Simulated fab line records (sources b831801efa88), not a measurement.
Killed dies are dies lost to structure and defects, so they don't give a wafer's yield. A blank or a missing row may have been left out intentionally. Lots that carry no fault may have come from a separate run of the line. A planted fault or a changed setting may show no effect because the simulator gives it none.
Matching of chambers || flow gf180mcu || cmp-01 running GF_V5_CMP_26: 4 sister chambers
The step polishes, stops on SiO2, t overpolish 15 s, target thk 0 nm. 4 wafers are shown with their chamber, then 8 later ones without.

WAFERS WITH THEIR CHAMBER
{"wafer": "L903.1", "chamber": 1, "motor_current_A (A)": 11.5}
{"wafer": "L903.2", "chamber": 2, "motor_current_A (A)": 12.2}
{"wafer": "L903.6", "chamber": 0, "motor_current_A (A)": 10.2}
{"wafer": "L904.2", "chamber": 3, "motor_current_A (A)": 13.2}

WAFERS WITH NO CHAMBER GIVEN
{"wafer": "L904.3", "motor_current_A (A)": 11.9}
{"wafer": "L904.5", "motor_current_A (A)": 11.4}
{"wafer": "L905.2", "motor_current_A (A)": 11.6}
{"wafer": "L905.3", "motor_current_A (A)": 13.4}
{"wafer": "L905.4", "motor_current_A (A)": 11.7}
{"wafer": "L908.1", "motor_current_A (A)": 9.7}
{"wafer": "L908.2", "motor_current_A (A)": 13.6}
{"wafer": "L908.3", "motor_current_A (A)": 11.8}

WHICH CHAMBER EACH WENT THROUGH
{"wafer": "L904.3", "from the rows above": "can't be placed: 2 or 1", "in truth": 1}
{"wafer": "L904.5", "from the rows above": 1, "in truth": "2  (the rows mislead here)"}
{"wafer": "L905.2", "from the rows above": "can't be placed: 1 or 2", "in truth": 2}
{"wafer": "L905.3", "from the rows above": 3, "in truth": 3}
{"wafer": "L905.4", "from the rows above": "can't be placed: 1 or 2", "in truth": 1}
{"wafer": "L908.1", "from the rows above": 0, "in truth": 0}
{"wafer": "L908.2", "from the rows above": 3, "in truth": 3}
{"wafer": "L908.3", "from the rows above": "can't be placed: 1 or 2", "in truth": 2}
Correctly placed: 3 of 8. Can't be placed from these rows: 4 (the true chamber is among the candidates in 4). Wrongly placed: 1.
How it was worked out, from the rows above alone: a wafer's distance from a chamber is the root of the sum, over the readings, of the square of ((its reading less the chamber's mean) divided by the reading's scatter). If the next closest chamber is less than 2 further off than the closest, the wafer can't be placed; otherwise it belongs to the closest. The mean given for a chamber averages the wafers shown for that chamber. The scatter: root of mean squared gap, hidden wafer to nearest shown wafer, with one shown wafer a chamber.
